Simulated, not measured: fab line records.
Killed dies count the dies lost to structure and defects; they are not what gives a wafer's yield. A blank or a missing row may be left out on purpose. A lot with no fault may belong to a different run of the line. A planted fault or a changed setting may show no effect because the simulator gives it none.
Which tool did it?    flow gf180mcu    13 lots with 39 wafers sampled at 2 steps, on a route of 602 steps

## WHAT EACH GAUGE READ, for each wafer
GF_V5_RS_MEAS_24: uses a four-point probe to measure. Usual: V5_W_RS 0.331 ohm/sq, standard deviation 0.003.
lot   measured      on             V5_W_RS (ohm/sq)   flag
L957  day 27 14:29  film-metro-04  0.334 0.332 0.336  
L958  day 27 17:29  film-metro-04  0.332 0.326 0.327  
L959  day 28 01:07  film-metro-03  0.331 0.329 0.329  
L961  day 29 09:17  film-metro-04  0.331 0.328 0.333  
L963  day 29 12:43  film-metro-03  0.326 0.328 0.324  
L965  day 30 08:27  film-metro-04  0.330 0.331 0.330  
L967  day 30 12:08  film-metro-04  0.327 0.326 0.325  
L974  day 32 13:57  film-metro-02  0.328 0.333 0.326  
L975  day 32 14:16  film-metro-04  0.332 0.332 0.331  
L976  day 33 06:27  film-metro-02  0.331 0.332 0.330  
L978  day 33 11:56  film-metro-02  0.333 0.337 0.336  
L977  day 33 13:19  film-metro-04  0.329 0.327 0.330  
L979  day 33 16:05  film-metro-03  0.322 0.328 0.330  

## WHICH TOOL RAN EACH LOT (tool, then ch and the chambers of the sampled wafers, then the start)
lot   GF_V5_SPUTTER_21
L957  pvd-sputter-04, day 27 14:14
L958  pvd-sputter-01, day 27 17:15
L959  pvd-sputter-01, day 28 00:55
L961  pvd-sputter-01, day 29 09:04
L963  pvd-sputter-04, day 29 12:29
L965  pvd-sputter-01, day 30 08:11
L967  pvd-sputter-01, day 30 11:55
L974  pvd-sputter-01, day 32 13:43
L975  pvd-sputter-01, day 32 14:02
L976  pvd-sputter-04, day 33 06:13
L978  pvd-sputter-01, day 33 11:43
L977  pvd-sputter-04, day 33 13:07
L979  pvd-sputter-01, day 33 15:52
- GF_V5_SPUTTER_21: material Ti, target thk 15 nm, time 80.02 s.

## AS READ BY THE TOOLS THEMSELVES (means over the sampled wafers that have a number; for cases with no such wafer, the mark the record gives instead)
GF_V5_SPUTTER_21. Usual: 29.8 % for throttle-valve-pct, sd 0.57.
lot   tool            throttle-valve-pct (%)  flag
L957  pvd-sputter-04  29.1                    
L958  pvd-sputter-01  30.4                    
L959  pvd-sputter-01  29.9                    
L961  pvd-sputter-01  29.6                    
L963  pvd-sputter-04  29.9                    
L965  pvd-sputter-01  29.9                    
L967  pvd-sputter-01  29.6                    
L974  pvd-sputter-01  30.0                    
L975  pvd-sputter-01  30.3                    
L976  pvd-sputter-04  30.0                    
L978  pvd-sputter-01  29.7                    
L977  pvd-sputter-04  29.4                    
L979  pvd-sputter-01  29.7                    

## THE ANSWER, worked out from the rows above alone
Rule: lot off if the mean of its wafers having a number is beyond 3 standard deviations from the usual mean. A lot without any number at a reading at which 4 lots or more have one is off too. Where the step has rows for the other lots, those lots are counted as sound. After the gauges, taken in route order, come the tools' own readings; for these a lot's mean is taken, as printed above. The first step at which some lot is off is used, and at that step the reading that is off furthest; a lot without a number counts as furthest.
No lot is off on any of the readings shown, so nothing can be concluded from this.

## WHAT THE SIMULATOR HAD PUT IN
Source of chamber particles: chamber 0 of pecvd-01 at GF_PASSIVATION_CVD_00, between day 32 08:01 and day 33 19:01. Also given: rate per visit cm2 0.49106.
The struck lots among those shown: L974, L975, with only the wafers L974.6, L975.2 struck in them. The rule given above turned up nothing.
